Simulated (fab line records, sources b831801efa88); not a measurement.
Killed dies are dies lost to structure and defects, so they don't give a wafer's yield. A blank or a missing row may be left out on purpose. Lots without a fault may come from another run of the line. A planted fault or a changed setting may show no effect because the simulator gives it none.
Which tool did it? | flow gf180mcu | 12 lots, 36 wafers sampled, at 2 steps of a route of 602

WHAT THE GAUGES READ, wafer by wafer
GF_V3_BOW_MEAS_05.
lot  | measured     | on            | V3_BOW (um)
L075 | day 21 20:32 | film_metro-03 | 118 103 117
L077 | day 22 20:37 | film_metro-03 | 117 128 122
L079 | day 23 09:06 | film_metro-03 | 116 135 132
L081 | day 24 02:47 | film_metro-02 | 110 115 112
L083 | day 24 21:41 | film_metro-01 | 114 125 133
L085 | day 25 17:14 | film_metro-01 | 121 117 107
L087 | day 26 05:05 | film_metro-02 | 122 126 133
L089 | day 26 17:46 | film_metro-03 | 113 120 120
L091 | day 27 08:35 | film_metro-03 | 111 117 123
L093 | day 28 00:07 | film_metro-01 | 127 124 133
L095 | day 28 16:59 | film_metro-03 | 125 120 131
L097 | day 28 22:41 | film_metro-01 | 124 121 113

WHICH TOOL RAN EACH LOT (tool, then ch and the chambers of the sampled wafers, then the start)
lot  | GF_M3_SPUTTER_03
L075 | pvd_sputter-02, day 20 18:56
L077 | pvd_sputter-02, day 21 20:15
L079 | pvd_sputter-01, day 22 08:18
L081 | pvd_sputter-02, day 23 02:22
L083 | pvd_sputter-02, day 23 22:05
L085 | pvd_sputter-03, day 24 19:10
L087 | pvd_sputter-01, day 25 06:46
L089 | pvd_sputter-01, day 25 19:20
L091 | pvd_sputter-02, day 26 10:30
L093 | pvd_sputter-03, day 27 02:25
L095 | pvd_sputter-03, day 27 19:55
L097 | pvd_sputter-03, day 28 01:41
- GF_M3_SPUTTER_03: material Ti, target thk 10 nm, time 6.7 s.

THE ANSWER, worked out from the rows above alone
Rule: what is usual is taken from the lots themselves. Put in order of their means at a reading, lots are off if they are a third of the lots or fewer, leave a main group of 4 or more, and stand apart from it by a gap of 3 or more times the standard deviation of the main group's means; of several such gaps the widest counts. A main group whose means are all the same, to the digits that the tables above print for the reading, isn't used. A lot without any number at a reading at which 4 lots or more have one is off too. The other lots that the step has rows for count as sound.
No lot is off at any reading shown: from this, nothing can be told.

WHAT THE SIMULATOR HAD PUT IN
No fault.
